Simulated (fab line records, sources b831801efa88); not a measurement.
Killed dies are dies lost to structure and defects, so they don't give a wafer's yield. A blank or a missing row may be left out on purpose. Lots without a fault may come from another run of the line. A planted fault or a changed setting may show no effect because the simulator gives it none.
One fault seen from 2 desks | flow sky130 | each desk has only its own numbers; what lay behind them comes last

THE TOOL OWNER'S DESK: cvd_w-02
The tool's own readings at SKY_LI_CONTACT_CVD_21 (deposits W, target thk 400 nm, time 120.56 s): means of the sampled wafers that have a number, for each lot that ran on this tool. A lot is out of limits, marked OUT, if its mean lies more than 4 standard deviations from the usual mean; the brackets give that distance.
Columns: A = heater_power_outer_w at SKY_LI_CONTACT_CVD_21, usual 474 W; B = heater_power_w at SKY_LI_CONTACT_CVD_21, usual 770 W
lot  | first seen here | A   | B
L712 | day 28 22:10    | 469 | 770
L711 | day 28 23:25    | 470 | 791
L714 | day 30 19:20    | 501 | 840
L721 | day 34 10:47    | 505 | 832
L723 | day 34 13:40    | 503 | 808
This desk's finding: nothing out of limits on any of the 5 lots.

THE METROLOGY DESK
What the gauges read, lot by lot, whatever tool the lot ran on: means of the sampled wafers that have a number. A lot is out of limits, marked OUT, if its mean lies more than 4 standard deviations from the usual mean; the brackets give that distance.
Columns: A = SD_N_RS at SKY_SD_N_RS_MEAS_16, usual 68.58 ohm/sq; B = SD_P_RS at SKY_SD_N_RS_MEAS_17, usual 147.2 ohm/sq; C = LI_CONTACT_W_RS at SKY_LI_CONTACT_RS_MEAS_22, usual 0.283 ohm/sq; D = LI_CONTACT_W_THK at SKY_LI_CONTACT_THK_MEAS_23, usual 395 nm
lot  | first seen here | A     | B     | C     | D
L712 | day 27 17:07    | 68.45 | 146.7 | 0.282 | 400
L711 | day 27 18:08    | 68.56 | 147.5 | 0.282 | 398
L713 | day 29 12:11    | 68.51 | 147.4 | 0.286 | 390
L714 | day 29 13:38    | 68.58 | 146.8 | 0.283 | 401
L715 | day 33 00:02    | 68.47 | 147.0 | 0.283 | 394
L721 | day 33 06:37    | 68.49 | 147.0 | 0.276 | 405
L719 | day 33 06:53    | 68.52 | 147.0 | 0.284 | 389
L723 | day 33 08:05    | 68.65 | 147.0 | 0.276 | 402
L726 | day 33 13:41    | 68.74 | 147.7 | 0.284 | 388
L727 | day 33 15:23    | 68.57 | 147.6 | 0.286 | 384
L732 | day 34 08:29    | 68.52 | 146.6 | 0.283 | 400
L733 | day 34 15:55    | 68.56 | 147.1 | 0.284 | 390
This desk's finding: nothing out of limits on any of the 12 lots.

PUT TOGETHER
The tool owner's desk saw nothing out of limits.
The metrology desk saw nothing out of limits.

WHAT THE SIMULATOR HAD PUT IN
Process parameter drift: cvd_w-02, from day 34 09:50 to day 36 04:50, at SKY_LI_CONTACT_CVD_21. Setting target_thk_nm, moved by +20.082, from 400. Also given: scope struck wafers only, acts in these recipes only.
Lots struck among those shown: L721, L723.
